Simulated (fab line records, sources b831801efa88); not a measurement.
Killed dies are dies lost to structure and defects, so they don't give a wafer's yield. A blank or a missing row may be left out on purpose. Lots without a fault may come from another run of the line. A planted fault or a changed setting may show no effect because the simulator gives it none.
Which tool did it? | flow gf180mcu | 12 lots, 36 wafers sampled, at 5 steps of a route of 602

WHAT THE GAUGES READ, wafer by wafer
GF_LVPWELL_OVL_MEAS_07. Usual: LVPWELL_OVL 0.1 nm, standard deviation 1.6.
lot  | measured    | on         | LVPWELL_OVL (nm) | flag
L832 | day 3 19:28 | overlay-02 | 0.2 0.0 1.7      |
L833 | day 4 04:20 | overlay-02 | -1.1 2.2 -1.1    |
L834 | day 4 06:27 | overlay-02 | -1.9 -2.3 -1.5   |
L835 | day 4 12:36 | overlay-02 | 2.4 2.5 1.9      |
L837 | day 4 23:46 | overlay-02 | -1.4 0.7 0.2     |
L840 | day 5 15:07 | overlay-02 | -0.4 -1.0 0.0    |
L841 | day 5 22:19 | overlay-02 | 0.5 0.7 1.5      |
L843 | day 6 09:49 | overlay-01 | -0.6 -1.1 -0.8   |
L850 | day 8 01:58 | overlay-02 | -0.2 -1.9 -0.1   |
L851 | day 8 06:26 | overlay-01 | -2.6 -3.8 -0.1   |
L852 | day 8 14:06 | overlay-01 | 1.6 3.1 2.4      |
L855 | day 9 10:45 | overlay-02 | 1.7 0.0 0.2      |

GF_VT_IMPLANT_OVL_MEAS_40. Usual: VT_IMPLANT_03_OVL -0.1 nm, standard deviation 1.3.
lot  | measured     | on         | VT_IMPLANT_03_OVL (nm) | flag
L832 | day 7 09:11  | overlay-01 | -0.6 -1.5 0.3          |
L833 | day 7 20:03  | overlay-01 | 1.2 1.9 0.7            |
L834 | day 7 22:39  | overlay-02 | -0.5 -0.3 -1.9         |
L835 | day 8 06:15  | overlay-01 | -1.4 -1.8 -0.2         |
L837 | day 8 19:38  | overlay-02 | -0.2 -0.9 -0.3         |
L840 | day 9 15:22  | overlay-02 | 2.1 -0.1 1.1           |
L841 | day 9 23:48  | overlay-02 | 1.8 -1.4 1.1           |
L843 | day 10 14:55 | overlay-02 | -0.5 0.3 -0.5          |
L850 | day 12 14:15 | overlay-02 | -193.3 -192.8 -193.0   | OFF
L851 | day 12 20:37 | overlay-01 | -194.2 -194.1 -193.5   | OFF
L852 | day 13 04:10 | overlay-01 | 0.5 -1.2 -0.2          |
L855 | day 14 02:26 | overlay-02 | -0.5 0.8 -1.4          |

WHICH TOOL RAN EACH LOT (tool, then ch and the chambers of the sampled wafers, then the start)
lot  | GF_NWELL_STRIP_10                   | GF_VT_IMPLANT_STRIP_09               | GF_VT_IMPLANT_EXPOSE_37
L832 | plasma_asher-04 ch 0,1, day 3 07:11 | plasma_asher-03 ch 0,1, day 5 12:55  | iline_stepper-01 ch 0, day 7 01:44
L833 | plasma_asher-04 ch 0,1, day 3 15:29 | plasma_asher-03 ch 0, day 5 22:38    | iline_stepper-01 ch 0, day 7 12:25
L834 | plasma_asher-03 ch 0,1, day 3 17:23 | plasma_asher-03 ch 0,1, day 6 01:11  | iline_stepper-01 ch 0, day 7 14:46
L835 | plasma_asher-03 ch 0, day 3 23:40   | plasma_asher-03 ch 0,1, day 6 06:47  | iline_stepper-01 ch 0, day 7 22:00
L837 | plasma_asher-04 ch 0,1, day 4 10:25 | plasma_asher-04 ch 0,1, day 6 19:20  | iline_stepper-01 ch 0, day 8 11:16
L840 | plasma_asher-03 ch 0,1, day 5 01:41 | plasma_asher-04 ch 0,1, day 7 13:28  | iline_stepper-02 ch 0, day 9 06:48
L841 | plasma_asher-02 ch 0,1, day 5 08:26 | plasma_asher-04 ch 0,1, day 7 20:59  | iline_stepper-01 ch 0, day 9 15:41
L843 | plasma_asher-03 ch 0,1, day 5 19:22 | plasma_asher-02 ch 0,1, day 8 10:10  | iline_stepper-02 ch 0, day 10 06:18
L850 | plasma_asher-03 ch 0,1, day 7 10:13 | plasma_asher-02 ch 0,1, day 10 07:04 | iline_stepper-01 ch 0, day 12 05:23
L851 | plasma_asher-02 ch 0,1, day 7 14:01 | plasma_asher-02 ch 0,1, day 10 11:29 | iline_stepper-01 ch 0, day 12 10:27
L852 | plasma_asher-03 ch 0,1, day 7 21:29 | plasma_asher-02 ch 0,1, day 10 19:31 | iline_stepper-02 ch 0, day 12 19:32
L855 | plasma_asher-04 ch 1, day 8 17:47   | plasma_asher-04 ch 0,1, day 11 18:20 | iline_stepper-02 ch 0, day 13 17:06
- GF_NWELL_STRIP_10: strips in O2/N2.
- GF_VT_IMPLANT_STRIP_09: strips in O2/N2.
- GF_VT_IMPLANT_EXPOSE_37: exposes mask Nwell HV AREA, target cd 860 nm.

WHAT THE TOOLS THEMSELVES READ (means of the sampled wafers that have a number; where no wafer has one, the mark that the record gives instead)
GF_NWELL_STRIP_10. Usual: drypump_motor_current_A 5.9 A, standard deviation 0.33; heater_power_w 346 W, standard deviation 32; oes_product_au 0.723 a.u., standard deviation 0.0049; platen_temp_c 250.00 C, standard deviation 0.19; strip_time_to_endpoint_s 36.96 s, standard deviation 0.099.
lot  | tool            | drypump_motor_current_A (A) | heater_power_w (W) | oes_product_au (a.u.) | platen_temp_c (C) | strip_time_to_endpoint_s (s) | flag
L832 | plasma_asher-04 | 6.1                         | 356                | 0.723                 | 249.92            | 36.88                        |
L833 | plasma_asher-04 | 6.1                         | 352                | 0.719                 | 250.15            | 37.09                        |
L834 | plasma_asher-03 | 5.8                         | 347                | 0.723                 | 249.94            | 36.99                        |
L835 | plasma_asher-03 | 5.3                         | 358                | 0.725                 | 250.09            | 36.93                        |
L837 | plasma_asher-04 | 6.1                         | 349                | 0.724                 | 249.95            | 36.97                        |
L840 | plasma_asher-03 | 5.6                         | 354                | 0.726                 | 250.08            | 36.95                        |
L841 | plasma_asher-02 | 6.0                         | 319                | 0.723                 | 250.03            | 36.81                        |
L843 | plasma_asher-03 | 5.6                         | 351                | 0.727                 | 249.93            | 36.87                        |
L850 | plasma_asher-03 | 5.6                         | 350                | 0.717                 | 250.15            | 36.96                        |
L851 | plasma_asher-02 | 6.0                         | 313                | 0.723                 | 249.97            | 37.06                        |
L852 | plasma_asher-03 | 5.6                         | 352                | 0.725                 | 249.95            | 37.03                        |
L855 | plasma_asher-04 | 6.1                         | 321                | 0.723                 | 249.97            | 36.84                        |

GF_VT_IMPLANT_STRIP_09. Usual: drypump_motor_current_A 6.0 A, standard deviation 0.31; heater_power_w 347 W, standard deviation 37; oes_product_au 0.716 a.u., standard deviation 0.0047; platen_temp_c 250.02 C, standard deviation 0.18; strip_time_to_endpoint_s 12.61 s, standard deviation 0.038.
lot  | tool            | drypump_motor_current_A (A) | heater_power_w (W) | oes_product_au (a.u.) | platen_temp_c (C) | strip_time_to_endpoint_s (s) | flag
L832 | plasma_asher-03 | 5.8                         | 338                | 0.719                 | 249.89            | 12.66                        |
L833 | plasma_asher-03 | 5.4                         | 362                | 0.714                 | 249.95            | 12.71                        |
L834 | plasma_asher-03 | 5.6                         | 349                | 0.713                 | 249.95            | 12.61                        |
L835 | plasma_asher-03 | 5.6                         | 356                | 0.716                 | 250.13            | 12.60                        |
L837 | plasma_asher-04 | 6.2                         | 352                | 0.716                 | 250.09            | 12.62                        |
L840 | plasma_asher-04 | 6.2                         | 382                | 0.713                 | 250.11            | 12.56                        |
L841 | plasma_asher-04 | 6.2                         | 383                | 0.717                 | 249.79            | 12.57                        |
L843 | plasma_asher-02 | 6.0                         | 314                | 0.720                 | 249.95            | 12.67                        |
L850 | plasma_asher-02 | 6.0                         | 318                | 0.717                 | 250.13            | 12.65                        |
L851 | plasma_asher-02 | 6.0                         | 313                | 0.717                 | 249.94            | 12.65                        |
L852 | plasma_asher-02 | 6.0                         | 314                | 0.716                 | 250.04            | 12.60                        |
L855 | plasma_asher-04 | 6.1                         | 353                | 0.716                 | 250.17            | 12.62                        |

THE ANSWER, worked out from the rows above alone
Rule: a lot is off if the mean of its wafers that have a number lies more than 3 standard deviations from the usual mean. A lot without any number at a reading at which 4 lots or more have one is off too. The other lots that the step has rows for count as sound. The gauges are gone through in route order, then the tools' own readings, and for those a lot's mean is taken as printed above. The first step at which some lot is off is used, and at that step the reading that is off furthest; a lot without a number counts as furthest.
Off: L850, L851, at GF_VT_IMPLANT_OVL_MEAS_40 (VT_IMPLANT_03_OVL).
A tool fits if, at a process step before that reading, it ran every lot that is off, and no sound lot after the first of them. The gauges at GF_VT_IMPLANT_OVL_MEAS_40 are tried like those tools. One fits: iline_stepper-01 at GF_VT_IMPLANT_EXPOSE_37. Its last sound lot is L841 (day 9 15:41), its first lot that is off L850 (day 12 05:23): a fault that began between those two fits.

WHAT THE SIMULATOR HAD PUT IN
Scanner matching overlay: iline_stepper-01, from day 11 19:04 on, at GF_VT_IMPLANT_EXPOSE_37. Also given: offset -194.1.
Lots struck among those shown: L850, L851. The rule above found the same.
